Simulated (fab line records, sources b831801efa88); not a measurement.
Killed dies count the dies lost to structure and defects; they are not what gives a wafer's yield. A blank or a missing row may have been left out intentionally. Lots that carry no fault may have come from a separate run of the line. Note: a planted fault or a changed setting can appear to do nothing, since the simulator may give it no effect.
Split-lot trial    flow sky130    23 wafers read across 5 lots, on a route 708 steps long

== ABOUT THE SPLIT ==
At SKY_VIA1_CVD_21 (deposits W, target thk 270 nm, time 80.902 s), the setting pressure_torr was moved away from the recipe's 40 Torr on 10 of the 23 wafers read, by -13.8% to +13.7%. All remaining wafers had this setting at the recipe value.

== FROM THE SPLIT TO THE READING: what the file shows between them, 1 step ==
- SKY_VIA1_RS_MEAS_22: measures by four-point-probe

== THE READING ==
VIA1_W_THK, in nm, at SKY_VIA1_THK_MEAS_23 (measures by xrf). A value of 270 nm with a standard deviation of 3.3 nm is what fault-free wafers of this fab line usually give.

wafer   tool, chamber at the split  pressure_torr as run, Torr  against the recipe  VIA1_W_THK, nm  against lot-mates on the recipe
L076.1  cvd_w-01, 1                 45.5                        +13.7%              292             no lot-mate on the recipe
L076.2  cvd_w-01, 0                 45.5                        +13.7%              280             no lot-mate on the recipe
L076.3  cvd_w-01, 1                 45.5                        +13.7%              290             no lot-mate on the recipe
L076.4  cvd_w-01, 0                 45.5                        +13.7%              285             no lot-mate on the recipe
L076.5  cvd_w-01, 0                 45.5                        +13.7%              285             no lot-mate on the recipe
L078.2  cvd_w-02, 1                 40                          recipe              266             -
L078.5  cvd_w-02, 1                 40                          recipe              269             -
L078.6  cvd_w-02, 0                 40                          recipe              272             -
L079.2  cvd_w-02, 1                 40                          recipe              268             -
L079.3  cvd_w-02, 0                 40                          recipe              269             -
L079.4  cvd_w-02, 1                 40                          recipe              269             -
L079.5  cvd_w-02, 1                 40                          recipe              266             -
L079.6  cvd_w-02, 0                 40                          recipe              274             -
L080.1  cvd_w-02, 1                 40                          recipe              268             -
L080.2  cvd_w-02, 0                 40                          recipe              271             -
L080.3  cvd_w-02, 0                 40                          recipe              272             -
L080.4  cvd_w-02, 1                 40                          recipe              267             -
L080.5  cvd_w-02, 0                 40                          recipe              276             -
L085.1  cvd_w-02, 0                 34.46                       -13.8%              254             no lot-mate on the recipe
L085.2  cvd_w-02, 1                 34.46                       -13.8%              249             no lot-mate on the recipe
L085.3  cvd_w-02, 1                 34.46                       -13.8%              252             no lot-mate on the recipe
L085.5  cvd_w-02, 1                 34.46                       -13.8%              248             no lot-mate on the recipe
L085.6  cvd_w-02, 0                 34.46                       -13.8%              256             no lot-mate on the recipe

THE FIT
A straight line over all 23 wafers: VIA1_W_THK changes by +1.25 nm for each +1% of pressure_torr; r = +0.96; the points scatter about the line by 3.4 nm.
Too few moved wafers have a lot-mate on the recipe to fit a line with each lot's own level taken away.

== THE WHOLE CHAIN: every reading that the file lists as answering this split, in the file's order ==
step                  what it does                                  reading                                                                   change (the file's fit)               r (the file's)
SKY_VIA1_CVD_21       deposits W, target thk 270 nm, time 80.902 s  W_of_VIA1_CVD_21.thk_nm (the simulator's own value, which no gauge read)  +1.23 nm for each +1% of the setting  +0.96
SKY_VIA1_RS_MEAS_22   measures by four-point-probe                  VIA1_W_RS                                                                 -0.00197 for each +1% of the setting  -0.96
SKY_VIA1_THK_MEAS_23  measures by xrf                               VIA1_W_THK                                                                +1.25 for each +1% of the setting     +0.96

== FILE'S OWN FIT ==
VIA1_W_THK changes by +1.25 nm for each +1% of pressure_torr, r = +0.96.
